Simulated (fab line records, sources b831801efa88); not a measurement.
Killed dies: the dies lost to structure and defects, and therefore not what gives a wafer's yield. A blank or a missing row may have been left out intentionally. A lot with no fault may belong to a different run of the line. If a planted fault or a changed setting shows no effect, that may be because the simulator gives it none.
What tool caused it? :: flow gf180mcu :: 72 wafers from 24 lots sampled at 6 of the route's 602 steps

## WHAT THE GAUGES SHOWED, per wafer
GF_M2_THK_MEAS_06: measures by xrf.
lot: L074
measured: day 17 11:57
on: film metro-01
M2_ALCU_THK (nm): 447 452 446

lot: L075
measured: day 18 06:06
on: film metro-01
M2_ALCU_THK (nm): 461 454 457

lot: L076
measured: day 18 10:16
on: film metro-03
M2_ALCU_THK (nm): 451 450 454

lot: L077
measured: day 19 04:53
on: film metro-04
M2_ALCU_THK (nm): 455 452 454

lot: L078
measured: day 20 03:44
on: film metro-01
M2_ALCU_THK (nm): 451 456 452

lot: L079
measured: day 20 02:33
on: film metro-01
M2_ALCU_THK (nm): 450 452 451

lot: L080
measured: day 20 19:02
on: film metro-03
M2_ALCU_THK (nm): 452 449 461

lot: L081
measured: day 20 20:48
on: film metro-01
M2_ALCU_THK (nm): 449 448 448

lot: L082
measured: day 21 20:39
on: film metro-04
M2_ALCU_THK (nm): 455 450 454

lot: L083
measured: day 22 05:47
on: film metro-04
M2_ALCU_THK (nm): 458 458 454

lot: L084
measured: day 22 16:10
on: film metro-03
M2_ALCU_THK (nm): 463 457 460

lot: L085
measured: day 22 17:31
on: film metro-04
M2_ALCU_THK (nm): 454 454 454

lot: L086
measured: day 23 05:23
on: film metro-01
M2_ALCU_THK (nm): 454 458 449

lot: L087
measured: day 23 15:21
on: film metro-04
M2_ALCU_THK (nm): 456 466 463

lot: L088
measured: day 23 14:11
on: film metro-03
M2_ALCU_THK (nm): 451 449 450

lot: L089
measured: day 24 03:17
on: film metro-03
M2_ALCU_THK (nm): 453 450 452

lot: L090
measured: day 24 04:09
on: film metro-04
M2_ALCU_THK (nm): 454 453 454

lot: L091
measured: day 24 12:01
on: film metro-04
M2_ALCU_THK (nm): 455 457 457

lot: L092
measured: day 24 19:42
on: film metro-03
M2_ALCU_THK (nm): 450 450 450

lot: L093
measured: day 25 00:02
on: film metro-01
M2_ALCU_THK (nm): 452 448 450

lot: L094
measured: day 25 05:32
on: film metro-01
M2_ALCU_THK (nm): 443 439 439

lot: L095
measured: day 25 09:00
on: film metro-04
M2_ALCU_THK (nm): 451 453 453

lot: L096
measured: day 25 15:26
on: film metro-01
M2_ALCU_THK (nm): 448 441 444

lot: L097
measured: day 25 23:19
on: film metro-03
M2_ALCU_THK (nm): 451 452 447

GF_M3_CD_MEAS_14: the cd target is 280 nm.
lot: L074
measured: day 20 16:31
on: cd sem-02
cd nm (nm): 281.3 281.9 282.2

lot: L075
measured: day 21 11:05
on: cd sem-02
cd nm (nm): 277.4 279.8 278.3

lot: L076
measured: day 21 15:05
on: cd sem-01
cd nm (nm): 280.0 281.5 280.9

lot: L077
measured: day 22 07:58
on: cd sem-01
cd nm (nm): 280.1 280.4 280.7

lot: L078
measured: day 23 07:18
on: cd sem-01
cd nm (nm): 281.1 280.7 281.9

lot: L079
measured: day 23 05:45
on: cd sem-02
cd nm (nm): 280.7 278.8 279.7

lot: L080
measured: day 23 20:06
on: cd sem-01
cd nm (nm): 279.1 280.5 279.7

lot: L081
measured: day 23 22:06
on: cd sem-02
cd nm (nm): 281.6 281.3 281.2

lot: L082
measured: day 24 19:39
on: cd sem-02
cd nm (nm): 280.1 281.8 281.0

lot: L083
measured: day 25 02:58
on: cd sem-02
cd nm (nm): 279.9 279.2 278.8

lot: L084
measured: day 25 12:48
on: cd sem-01
cd nm (nm): 277.2 278.2 279.6

lot: L085
measured: day 25 14:05
on: cd sem-01
cd nm (nm): 280.3 280.9 280.7

lot: L086
measured: day 26 01:29
on: cd sem-02
cd nm (nm): 279.3 280.7 280.8

lot: L087
measured: day 26 11:31
on: cd sem-02
cd nm (nm): 282.3 282.4 282.9

lot: L088
measured: day 26 09:39
on: cd sem-02
cd nm (nm): 279.8 280.0 278.2

lot: L089
measured: day 26 22:08
on: cd sem-01
cd nm (nm): 278.1 280.1 280.1

lot: L090
measured: day 26 22:50
on: cd sem-02
cd nm (nm): 279.1 279.6 280.1

lot: L091
measured: day 27 06:07
on: cd sem-02
cd nm (nm): 280.7 280.3 281.6

lot: L092
measured: day 27 12:45
on: cd sem-02
cd nm (nm): 281.7 280.7 281.7

lot: L093
measured: day 27 16:52
on: cd sem-02
cd nm (nm): 279.7 280.3 280.4

lot: L094
measured: day 27 21:50
on: cd sem-02
cd nm (nm): 280.4 282.1 280.7

lot: L095
measured: day 28 01:12
on: cd sem-01
cd nm (nm): 279.3 279.9 280.1

lot: L096
measured: day 28 07:15
on: cd sem-02
cd nm (nm): 281.8 281.3 280.8

lot: L097
measured: day 28 14:45
on: cd sem-02
cd nm (nm): 280.6 280.7 280.6

## WHAT TOOL EACH LOT RAN ON (gives the tool, then ch and the chambers of the sampled wafers, and finally the start)
lot: L074
GF_STI_ETCH_14: rie si-01 ch 2,3, day 2 01:07
GF_V1_CMP_04: cmp-01 ch 1,2, day 16 11:42
GF_V2_ETCH_16: rie diel-02 ch 0,2,3, day 19 14:10
GF_V2_CMP_26: cmp-02 ch 0,3, day 19 15:17

lot: L075
GF_STI_ETCH_14: rie si-02 ch 0,1,2, day 2 06:55
GF_V1_CMP_04: cmp-02 ch 0,1,3, day 17 04:15
GF_V2_ETCH_16: rie diel-02 ch 0,2,3, day 20 08:43
GF_V2_CMP_26: cmp-02 ch 0,2,3, day 20 09:50

lot: L076
GF_STI_ETCH_14: rie si-02 ch 1,2, day 2 12:19
GF_V1_CMP_04: cmp-02 ch 0,1,2, day 17 08:42
GF_V2_ETCH_16: rie diel-04 ch 0,1, day 20 12:28
GF_V2_CMP_26: cmp-01 ch 0,2, day 20 13:31

lot: L077
GF_STI_ETCH_14: rie si-02 ch 0,1,2, day 2 17:47
GF_V1_CMP_04: cmp-01 ch 0,1, day 18 02:11
GF_V2_ETCH_16: rie diel-01 ch 2,3, day 21 06:43
GF_V2_CMP_26: cmp-01 ch 0,1,2, day 21 07:52

lot: L078
GF_STI_ETCH_14: rie si-01 ch 0,2,3, day 2 22:55
GF_V1_CMP_04: cmp-02 ch 0,1,2, day 19 00:37
GF_V2_ETCH_16: rie diel-04 ch 0,1,2, day 22 06:43
GF_V2_CMP_26: cmp-01 ch 0,1,2, day 22 07:46

lot: L079
GF_STI_ETCH_14: rie si-02 ch 0,1,3, day 3 03:28
GF_V1_CMP_04: cmp-02 ch 0,1,3, day 18 23:29
GF_V2_ETCH_16: rie diel-02 ch 1,2,3, day 22 05:21
GF_V2_CMP_26: cmp-02 ch 1,2,3, day 22 06:29

lot: L080
GF_STI_ETCH_14: rie si-01 ch 0,1,2, day 3 07:55
GF_V1_CMP_04: cmp-01 ch 1,2, day 19 16:03
GF_V2_ETCH_16: rie diel-01 ch 0,1,3, day 22 20:19
GF_V2_CMP_26: cmp-01 ch 2,3, day 22 21:22

lot: L081
GF_STI_ETCH_14: rie si-01 ch 0,1,2, day 3 15:16
GF_V1_CMP_04: cmp-01 ch 0,1,3, day 19 17:51
GF_V2_ETCH_16: rie diel-02 ch 0,1,2, day 22 22:27
GF_V2_CMP_26: cmp-02 ch 0,1,2, day 22 23:35

lot: L082
GF_STI_ETCH_14: rie si-01 ch 0,1,3, day 3 22:37
GF_V1_CMP_04: cmp-02 ch 0,2,3, day 20 17:52
GF_V2_ETCH_16: rie diel-04 ch 1,2, day 23 19:55
GF_V2_CMP_26: cmp-01 ch 1,2,3, day 23 20:58

lot: L083
GF_STI_ETCH_14: rie si-01 ch 0,1,3, day 4 03:11
GF_V1_CMP_04: cmp-02 ch 1,2,3, day 21 03:47
GF_V2_ETCH_16: rie diel-04 ch 0,2, day 24 04:39
GF_V2_CMP_26: cmp-02 ch 1,2,3, day 24 05:44

lot: L084
GF_STI_ETCH_14: rie si-02 ch 1,2,3, day 4 05:11
GF_V1_CMP_04: cmp-01 ch 1,2, day 21 15:00
GF_V2_ETCH_16: rie diel-02 ch 0,1, day 24 14:09
GF_V2_CMP_26: cmp-02 ch 1,2,3, day 24 15:26

lot: L085
GF_STI_ETCH_14: rie si-02 ch 1,3, day 4 10:35
GF_V1_CMP_04: cmp-02 ch 1,2,3, day 21 15:22
GF_V2_ETCH_16: rie diel-04 ch 1,2, day 24 15:30
GF_V2_CMP_26: cmp-01 ch 0,1, day 24 16:38

lot: L086
GF_STI_ETCH_14: rie si-01 ch 0,2, day 4 15:52
GF_V1_CMP_04: cmp-02 ch 0,1,2, day 22 03:14
GF_V2_ETCH_16: rie diel-04 ch 0,1, day 25 02:34
GF_V2_CMP_26: cmp-02 ch 1,2,3, day 25 03:40

lot: L087
GF_STI_ETCH_14: rie si-02 ch 2,3, day 4 19:46
GF_V1_CMP_04: cmp-02 ch 0,2,3, day 22 14:14
GF_V2_ETCH_16: rie diel-02 ch 0,2, day 25 12:22
GF_V2_CMP_26: cmp-02 ch 1,2,3, day 25 13:27

lot: L088
GF_STI_ETCH_14: rie si-01 ch 0,2,3, day 5 00:40
GF_V1_CMP_04: cmp-02 ch 0,1,3, day 22 13:35
GF_V2_ETCH_16: rie diel-04 ch 0,1,3, day 25 10:33
GF_V2_CMP_26: cmp-01 ch 1,2,3, day 25 11:41

lot: L089
GF_STI_ETCH_14: rie si-01 ch 1,2,3, day 5 07:16
GF_V1_CMP_04: cmp-02 ch 0,2,3, day 23 02:46
GF_V2_ETCH_16: rie diel-04 ch 0,2,3, day 26 00:03
GF_V2_CMP_26: cmp-02 ch 1,2,3, day 26 01:07

lot: L090
GF_STI_ETCH_14: rie si-01 ch 0,2, day 5 11:07
GF_V1_CMP_04: cmp-01 ch 1,2,3, day 23 03:44
GF_V2_ETCH_16: rie diel-02 ch 1,2,3, day 26 00:25
GF_V2_CMP_26: cmp-01 ch 0,2,3, day 26 01:35

lot: L091
GF_STI_ETCH_14: rie si-02 ch 0,1,3, day 5 17:41
GF_V1_CMP_04: cmp-01 ch 1,3, day 23 11:52
GF_V2_ETCH_16: rie diel-01 ch 1,2, day 26 08:07
GF_V2_CMP_26: cmp-01 ch 1,2,3, day 26 09:11

lot: L092
GF_STI_ETCH_14: rie si-01 ch 0,1,2, day 5 22:46
GF_V1_CMP_04: cmp-01 ch 0,2,3, day 23 18:46
GF_V2_ETCH_16: rie diel-02 ch 1,2,3, day 26 15:15
GF_V2_CMP_26: cmp-02 ch 0,2,3, day 26 16:19

lot: L093
GF_STI_ETCH_14: rie si-02 ch 2,3, day 6 03:10
GF_V1_CMP_04: cmp-01 ch 0,2,3, day 24 00:57
GF_V2_ETCH_16: rie diel-04 ch 0,3, day 26 19:12
GF_V2_CMP_26: cmp-01 ch 0,1,3, day 26 20:29

lot: L094
GF_STI_ETCH_14: rie si-02 ch 0,2,3, day 6 08:43
GF_V1_CMP_04: cmp-01 ch 0,2,3, day 24 06:06
GF_V2_ETCH_16: rie diel-04 ch 0,3, day 27 00:39
GF_V2_CMP_26: cmp-01 ch 0,2,3, day 27 01:47

lot: L095
GF_STI_ETCH_14: rie si-01 ch 0,1,2, day 6 13:19
GF_V1_CMP_04: cmp-01 ch 0,2,3, day 24 09:34
GF_V2_ETCH_16: rie diel-04 ch 1,3, day 27 03:37
GF_V2_CMP_26: cmp-01 ch 0,3, day 27 04:44

lot: L096
GF_STI_ETCH_14: rie si-02 ch 0,1,2, day 6 18:01
GF_V1_CMP_04: cmp-01 ch 0,1,2, day 24 16:08
GF_V2_ETCH_16: rie diel-01 ch 0,2,3, day 27 10:33
GF_V2_CMP_26: cmp-02 ch 1,2,3, day 27 11:37

lot: L097
GF_STI_ETCH_14: rie si-02 ch 0,1,3, day 6 23:28
GF_V1_CMP_04: cmp-02 ch 0,2,3, day 25 00:23
GF_V2_ETCH_16: rie diel-02 ch 2,3, day 27 17:51
GF_V2_CMP_26: cmp-01 ch 0,1,2, day 27 19:01
- GF_STI_ETCH_14: etches Si in HBr/Cl2/O2, target depth 360 nm, time 102.9 s.
- GF_V1_CMP_04: polishes SiO2.
- GF_V2_ETCH_16: etches BARC in N2/H2.
- GF_V2_CMP_26: polishes, stops on SiO2, t overpolish 15 s, target thk 0 nm.

## WHAT THE TOOLS THEMSELVES READ (means of the sampled wafers that have a number; where no wafer has one, the mark that the record gives instead)
GF_STI_ETCH_14.
lot: L074
tool: rie si-01
drypump motor current A (A): 5.5
oes product au (a.u.): 1.015
throttle valve pct (%): 25.641

lot: L075
tool: rie si-02
drypump motor current A (A): 5.6
oes product au (a.u.): 0.998
throttle valve pct (%): 25.667

lot: L076
tool: rie si-02
drypump motor current A (A): 5.3
oes product au (a.u.): 0.998
throttle valve pct (%): 25.658

lot: L077
tool: rie si-02
drypump motor current A (A): 5.6
oes product au (a.u.): 0.993
throttle valve pct (%): 25.657

lot: L078
tool: rie si-01
drypump motor current A (A): 5.8
oes product au (a.u.): 1.016
throttle valve pct (%): 25.645

lot: L079
tool: rie si-02
drypump motor current A (A): 5.5
oes product au (a.u.): 0.996
throttle valve pct (%): 25.655

lot: L080
tool: rie si-01
drypump motor current A (A): 5.8
oes product au (a.u.): 1.005
throttle valve pct (%): 25.666

lot: L081
tool: rie si-01
drypump motor current A (A): 5.8
oes product au (a.u.): 1.005
throttle valve pct (%): 25.649

lot: L082
tool: rie si-01
drypump motor current A (A): 5.7
oes product au (a.u.): 0.995
throttle valve pct (%): 25.667

lot: L083
tool: rie si-01
drypump motor current A (A): 5.7
oes product au (a.u.): 0.991
throttle valve pct (%): 25.662

lot: L084
tool: rie si-02
drypump motor current A (A): 5.6
oes product au (a.u.): 1.006
throttle valve pct (%): 25.654

lot: L085
tool: rie si-02
drypump motor current A (A): 5.4
oes product au (a.u.): 1.008
throttle valve pct (%): 25.652

lot: L086
tool: rie si-01
drypump motor current A (A): 5.9
oes product au (a.u.): 1.024
throttle valve pct (%): 25.640

lot: L087
tool: rie si-02
drypump motor current A (A): 6.0
oes product au (a.u.): 1.005
throttle valve pct (%): 25.658

lot: L088
tool: rie si-01
drypump motor current A (A): 5.8
oes product au (a.u.): 1.004
throttle valve pct (%): 25.657

lot: L089
tool: rie si-01
drypump motor current A (A): 5.5
oes product au (a.u.): 1.003
throttle valve pct (%): 25.659

lot: L090
tool: rie si-01
drypump motor current A (A): 6.1
oes product au (a.u.): 1.006
throttle valve pct (%): 25.645

lot: L091
tool: rie si-02
drypump motor current A (A): 5.5
oes product au (a.u.): 1.005
throttle valve pct (%): 25.656

lot: L092
tool: rie si-01
drypump motor current A (A): 5.8
oes product au (a.u.): 1.016
throttle valve pct (%): 25.651

lot: L093
tool: rie si-02
drypump motor current A (A): 6.0
oes product au (a.u.): 1.017
throttle valve pct (%): 25.638

lot: L094
tool: rie si-02
drypump motor current A (A): 5.9
oes product au (a.u.): 1.005
throttle valve pct (%): 25.655

lot: L095
tool: rie si-01
drypump motor current A (A): 5.8
oes product au (a.u.): 1.011
throttle valve pct (%): 25.653

lot: L096
tool: rie si-02
drypump motor current A (A): 5.6
oes product au (a.u.): 0.998
throttle valve pct (%): 25.649

lot: L097
tool: rie si-02
drypump motor current A (A): 5.5
oes product au (a.u.): 0.992
throttle valve pct (%): 25.662

GF_V1_CMP_04.
lot: L074
tool: cmp-01
motor current A (A): 11.4
slurry filter dp kPa (kPa): 13.42
time to endpoint s (s): 81

lot: L075
tool: cmp-02
motor current A (A): 13.7
slurry filter dp kPa (kPa): 13.39
time to endpoint s (s): 78

lot: L076
tool: cmp-02
motor current A (A): 11.9
slurry filter dp kPa (kPa): 13.40
time to endpoint s (s): 83

lot: L077
tool: cmp-01
motor current A (A): 11.6
slurry filter dp kPa (kPa): 13.53
time to endpoint s (s): 78

lot: L078
tool: cmp-02
motor current A (A): 12.5
slurry filter dp kPa (kPa): 13.32
time to endpoint s (s): 81

lot: L079
tool: cmp-02
motor current A (A): 12.7
slurry filter dp kPa (kPa): 13.42
time to endpoint s (s): 74

lot: L080
tool: cmp-01
motor current A (A): 11.4
slurry filter dp kPa (kPa): 13.32
time to endpoint s (s): 83

lot: L081
tool: cmp-01
motor current A (A): 12.5
slurry filter dp kPa (kPa): 13.39
time to endpoint s (s): 86

lot: L082
tool: cmp-02
motor current A (A): 12.6
slurry filter dp kPa (kPa): 13.48
time to endpoint s (s): 77

lot: L083
tool: cmp-02
motor current A (A): 11.9
slurry filter dp kPa (kPa): 13.57
time to endpoint s (s): 82

lot: L084
tool: cmp-01
motor current A (A): 12.1
slurry filter dp kPa (kPa): 13.42
time to endpoint s (s): 84

lot: L085
tool: cmp-02
motor current A (A): 11.7
slurry filter dp kPa (kPa): 13.51
time to endpoint s (s): 79

lot: L086
tool: cmp-02
motor current A (A): 12.0
slurry filter dp kPa (kPa): 13.55
time to endpoint s (s): 73

lot: L087
tool: cmp-02
motor current A (A): 12.6
slurry filter dp kPa (kPa): 13.44
time to endpoint s (s): 75

lot: L088
tool: cmp-02
motor current A (A): 13.1
slurry filter dp kPa (kPa): 13.52
time to endpoint s (s): 74

lot: L089
tool: cmp-02
motor current A (A): 12.6
slurry filter dp kPa (kPa): 13.41
time to endpoint s (s): 79

lot: L090
tool: cmp-01
motor current A (A): 12.0
slurry filter dp kPa (kPa): 13.55
time to endpoint s (s): 76

lot: L091
tool: cmp-01
motor current A (A): 12.0
slurry filter dp kPa (kPa): 13.42
time to endpoint s (s): 74

lot: L092
tool: cmp-01
motor current A (A): 12.5
slurry filter dp kPa (kPa): 13.58
time to endpoint s (s): 78

lot: L093
tool: cmp-01
motor current A (A): 12.4
slurry filter dp kPa (kPa): 13.49
time to endpoint s (s): 84

lot: L094
tool: cmp-01
motor current A (A): 12.3
slurry filter dp kPa (kPa): 13.45
time to endpoint s (s): 85

lot: L095
tool: cmp-01
motor current A (A): 12.6
slurry filter dp kPa (kPa): 13.46
time to endpoint s (s): 82

lot: L096
tool: cmp-01
motor current A (A): 11.9
slurry filter dp kPa (kPa): 13.51
time to endpoint s (s): 82

lot: L097
tool: cmp-02
motor current A (A): 12.6
slurry filter dp kPa (kPa): 13.47
time to endpoint s (s): 80

GF_V2_ETCH_16.
lot: L074
tool: rie diel-02
drypump motor current A (A): 5.3
oes product au (a.u.): 0.856
throttle valve pct (%): 13.224

lot: L075
tool: rie diel-02
drypump motor current A (A): 5.3
oes product au (a.u.): 0.856
throttle valve pct (%): 13.226

lot: L076
tool: rie diel-04
drypump motor current A (A): 5.9
oes product au (a.u.): 0.853
throttle valve pct (%): 13.232

lot: L077
tool: rie diel-01
drypump motor current A (A): 6.0
oes product au (a.u.): 0.854
throttle valve pct (%): 13.227

lot: L078
tool: rie diel-04
drypump motor current A (A): 5.8
oes product au (a.u.): 0.859
throttle valve pct (%): 13.222

lot: L079
tool: rie diel-02
drypump motor current A (A): 5.7
oes product au (a.u.): 0.853
throttle valve pct (%): 13.222

lot: L080
tool: rie diel-01
drypump motor current A (A): 6.2
oes product au (a.u.): 0.851
throttle valve pct (%): 13.225

lot: L081
tool: rie diel-02
drypump motor current A (A): 5.6
oes product au (a.u.): 0.854
throttle valve pct (%): 13.220

lot: L082
tool: rie diel-04
drypump motor current A (A): 5.6
oes product au (a.u.): 0.848
throttle valve pct (%): 13.225

lot: L083
tool: rie diel-04
drypump motor current A (A): 5.9
oes product au (a.u.): 0.857
throttle valve pct (%): 13.229

lot: L084
tool: rie diel-02
drypump motor current A (A): 5.8
oes product au (a.u.): 0.855
throttle valve pct (%): 13.224

lot: L085
tool: rie diel-04
drypump motor current A (A): 5.6
oes product au (a.u.): 0.856
throttle valve pct (%): 13.221

lot: L086
tool: rie diel-04
drypump motor current A (A): 5.8
oes product au (a.u.): 0.852
throttle valve pct (%): 13.228

lot: L087
tool: rie diel-02
drypump motor current A (A): 5.5
oes product au (a.u.): 0.852
throttle valve pct (%): 13.220

lot: L088
tool: rie diel-04
drypump motor current A (A): 6.0
oes product au (a.u.): 0.852
throttle valve pct (%): 13.224

lot: L089
tool: rie diel-04
drypump motor current A (A): 5.9
oes product au (a.u.): 0.851
throttle valve pct (%): 13.231

lot: L090
tool: rie diel-02
drypump motor current A (A): 5.7
oes product au (a.u.): 0.854
throttle valve pct (%): 13.226

lot: L091
tool: rie diel-01
drypump motor current A (A): 6.0
oes product au (a.u.): 0.856
throttle valve pct (%): 13.226

lot: L092
tool: rie diel-02
drypump motor current A (A): 5.7
oes product au (a.u.): 0.853
throttle valve pct (%): 13.226

lot: L093
tool: rie diel-04
drypump motor current A (A): 6.2
oes product au (a.u.): 0.852
throttle valve pct (%): 13.221

lot: L094
tool: rie diel-04
drypump motor current A (A): 6.1
oes product au (a.u.): 0.857
throttle valve pct (%): 13.225

lot: L095
tool: rie diel-04
drypump motor current A (A): 6.0
oes product au (a.u.): 0.857
throttle valve pct (%): 13.223

lot: L096
tool: rie diel-01
drypump motor current A (A): 5.9
oes product au (a.u.): 0.855
throttle valve pct (%): 13.221

lot: L097
tool: rie diel-02
drypump motor current A (A): 5.5
oes product au (a.u.): 0.857
throttle valve pct (%): 13.238

GF_V2_CMP_26.
lot: L074
tool: cmp-02
motor current A (A): 12.5
overpolish run s (s): 14.993
slurry filter dp kPa (kPa): 13.43
time to endpoint s (s): 89

lot: L075
tool: cmp-02
motor current A (A): 11.6
overpolish run s (s): 14.999
slurry filter dp kPa (kPa): 13.41
time to endpoint s (s): 82

lot: L076
tool: cmp-01
motor current A (A): 11.1
overpolish run s (s): 15.001
slurry filter dp kPa (kPa): 13.57
time to endpoint s (s): 87

lot: L077
tool: cmp-01
motor current A (A): 11.0
overpolish run s (s): 14.998
slurry filter dp kPa (kPa): 13.38
time to endpoint s (s): 87

lot: L078
tool: cmp-01
motor current A (A): 10.7
overpolish run s (s): 14.997
slurry filter dp kPa (kPa): 13.50
time to endpoint s (s): 86

lot: L079
tool: cmp-02
motor current A (A): 11.2
overpolish run s (s): 14.992
slurry filter dp kPa (kPa): 13.51
time to endpoint s (s): 84

lot: L080
tool: cmp-01
motor current A (A): 11.5
overpolish run s (s): 15.009
slurry filter dp kPa (kPa): 13.47
time to endpoint s (s): 86

lot: L081
tool: cmp-02
motor current A (A): 10.7
overpolish run s (s): 14.999
slurry filter dp kPa (kPa): 13.56
time to endpoint s (s): 83

lot: L082
tool: cmp-01
motor current A (A): 11.9
overpolish run s (s): 14.990
slurry filter dp kPa (kPa): 13.57
time to endpoint s (s): 81

lot: L083
tool: cmp-02
motor current A (A): 11.2
overpolish run s (s): 14.993
slurry filter dp kPa (kPa): 13.58
time to endpoint s (s): 77

lot: L084
tool: cmp-02
motor current A (A): 11.0
overpolish run s (s): 14.995
slurry filter dp kPa (kPa): 13.55
time to endpoint s (s): 80

lot: L085
tool: cmp-01
motor current A (A): 11.0
overpolish run s (s): 14.989
slurry filter dp kPa (kPa): 13.50
time to endpoint s (s): 87

lot: L086
tool: cmp-02
motor current A (A): 11.2
overpolish run s (s): 14.995
slurry filter dp kPa (kPa): 13.50
time to endpoint s (s): 83

lot: L087
tool: cmp-02
motor current A (A): 11.1
overpolish run s (s): 15.003
slurry filter dp kPa (kPa): 13.47
time to endpoint s (s): 83

lot: L088
tool: cmp-01
motor current A (A): 11.2
overpolish run s (s): 14.995
slurry filter dp kPa (kPa): 13.50
time to endpoint s (s): 81

lot: L089
tool: cmp-02
motor current A (A): 10.9
overpolish run s (s): 14.996
slurry filter dp kPa (kPa): 13.44
time to endpoint s (s): 82

lot: L090
tool: cmp-01
motor current A (A): 11.8
overpolish run s (s): 14.995
slurry filter dp kPa (kPa): 13.50
time to endpoint s (s): 85

lot: L091
tool: cmp-01
motor current A (A): 11.5
overpolish run s (s): 14.998
slurry filter dp kPa (kPa): 13.60
time to endpoint s (s): 84

lot: L092
tool: cmp-02
motor current A (A): 11.4
overpolish run s (s): 15.004
slurry filter dp kPa (kPa): 13.64
time to endpoint s (s): 87

lot: L093
tool: cmp-01
motor current A (A): 11.8
overpolish run s (s): 15.009
slurry filter dp kPa (kPa): 13.49
time to endpoint s (s): 87

lot: L094
tool: cmp-01
motor current A (A): 11.4
overpolish run s (s): 14.991
slurry filter dp kPa (kPa): 13.50
time to endpoint s (s): 86

lot: L095
tool: cmp-01
motor current A (A): 12.1
overpolish run s (s): 15.012
slurry filter dp kPa (kPa): 13.41
time to endpoint s (s): 85

lot: L096
tool: cmp-02
motor current A (A): 10.9
overpolish run s (s): 14.994
slurry filter dp kPa (kPa): 13.52
time to endpoint s (s): 85

lot: L097
tool: cmp-01
motor current A (A): 10.9
overpolish run s (s): 14.997
slurry filter dp kPa (kPa): 13.49
time to endpoint s (s): 86

## THE ANSWER, worked out from the rows above alone
Rule: the lots themselves supply what counts as usual. Put in order of their means at a reading, lots are off if they are a third of the lots or fewer, leave a main group of 4 or more, and stand apart from it by a gap of 3 or more times the standard deviation of the main group's means; of several such gaps the widest counts. A main group whose means are all the same, to the digits that the tables above print for the reading, isn't used. A lot without any number at a reading at which 4 lots or more have one is off too. Any other lot the step has rows for is counted as sound. The gauges are gone through in route order, then the tools' own readings, and for those a lot's mean is taken as printed above. At the first step where some lot is off, the reading lying furthest off is the one used; lots without a number count as furthest.
None of the lots is off at any reading shown; this tells nothing.

## WHAT WAS PUT IN BY THE SIMULATOR
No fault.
